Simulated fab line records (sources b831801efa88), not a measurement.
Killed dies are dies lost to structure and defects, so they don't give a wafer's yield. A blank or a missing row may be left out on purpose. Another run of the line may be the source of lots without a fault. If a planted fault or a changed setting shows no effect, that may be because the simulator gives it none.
Split-lot trial | flow sky130 | 23 wafers read across 5 lots, on a route 708 steps long

ABOUT THE SPLIT
At SKY_VIA2_SPUTTER_20 (material TiN, target thk 20 nm, time 80 s), the setting chamber pressure pa was moved away from the recipe's 5 Pa on 10 of the 23 wafers read, by +5.8% to +14.1%. All remaining wafers had this setting at the recipe value.

The split's own step is where the reading is taken.

THE READING
TiN_of_VIA2_SPUTTER_20.thk nm (the simulator's own value, which no gauge read), in nm, at SKY_VIA2_SPUTTER_20 (material TiN, target thk 20 nm, time 80 s). There is no usual value for it anywhere in the file. Here, 13 wafers ran the recipe; their average is 20.18 nm with a standard deviation of 0.28 nm.

wafer  | tool, chamber at the split | chamber pressure pa as run, Pa | against the recipe | TiN_of_VIA2_SPUTTER_20.thk nm, nm | against lot-mates on the recipe
L074.1 | pvd sputter-04, -          | 5                              | recipe             | 20.56                             | -
L074.2 | pvd sputter-04, -          | 5                              | recipe             | 20.47                             | -
L074.4 | pvd sputter-04, -          | 5                              | recipe             | 20.54                             | -
L074.5 | pvd sputter-04, -          | 5                              | recipe             | 20.5                              | -
L074.6 | pvd sputter-04, -          | 5                              | recipe             | 20.44                             | -
L077.1 | pvd sputter-02, -          | 5.292                          | +5.8%              | 18.42                             | no lot-mate on the recipe
L077.4 | pvd sputter-02, -          | 5.292                          | +5.8%              | 18.42                             | no lot-mate on the recipe
L077.2 | pvd sputter-02, -          | 5.292                          | +5.8%              | 18.32                             | no lot-mate on the recipe
L077.3 | pvd sputter-02, -          | 5.292                          | +5.8%              | 18.51                             | no lot-mate on the recipe
L077.6 | pvd sputter-02, -          | 5.292                          | +5.8%              | 18.43                             | no lot-mate on the recipe
L083.4 | pvd sputter-04, -          | 5                              | recipe             | 20.16                             | -
L083.5 | pvd sputter-04, -          | 5                              | recipe             | 20.11                             | -
L083.6 | pvd sputter-04, -          | 5                              | recipe             | 19.92                             | -
L081.1 | pvd sputter-04, -          | 5                              | recipe             | 20.1                              | -
L081.2 | pvd sputter-04, -          | 5                              | recipe             | 19.8                              | -
L081.4 | pvd sputter-04, -          | 5                              | recipe             | 19.8                              | -
L081.5 | pvd sputter-04, -          | 5                              | recipe             | 19.82                             | -
L081.6 | pvd sputter-04, -          | 5                              | recipe             | 20.06                             | -
L085.1 | pvd sputter-04, -          | 5.703                          | +14.1%             | 17.44                             | no lot-mate on the recipe
L085.2 | pvd sputter-04, -          | 5.703                          | +14.1%             | 17.37                             | no lot-mate on the recipe
L085.3 | pvd sputter-04, -          | 5.703                          | +14.1%             | 17.31                             | no lot-mate on the recipe
L085.4 | pvd sputter-04, -          | 5.703                          | +14.1%             | 17.47                             | no lot-mate on the recipe
L085.6 | pvd sputter-04, -          | 5.703                          | +14.1%             | 17.34                             | no lot-mate on the recipe

THE FIT
A straight line over all 23 wafers: TiN_of_VIA2_SPUTTER_20.thk nm changes by -0.205 nm for each +1% of chamber pressure pa; r = -0.96; the points scatter about the line by 0.34 nm.
Too few moved wafers with a lot-mate on the recipe to fit a line net of each lot's own level.

FILE'S OWN FIT
TiN_of_VIA2_SPUTTER_20.thk nm changes by -0.205 nm for each +1% of chamber pressure pa, r = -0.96.
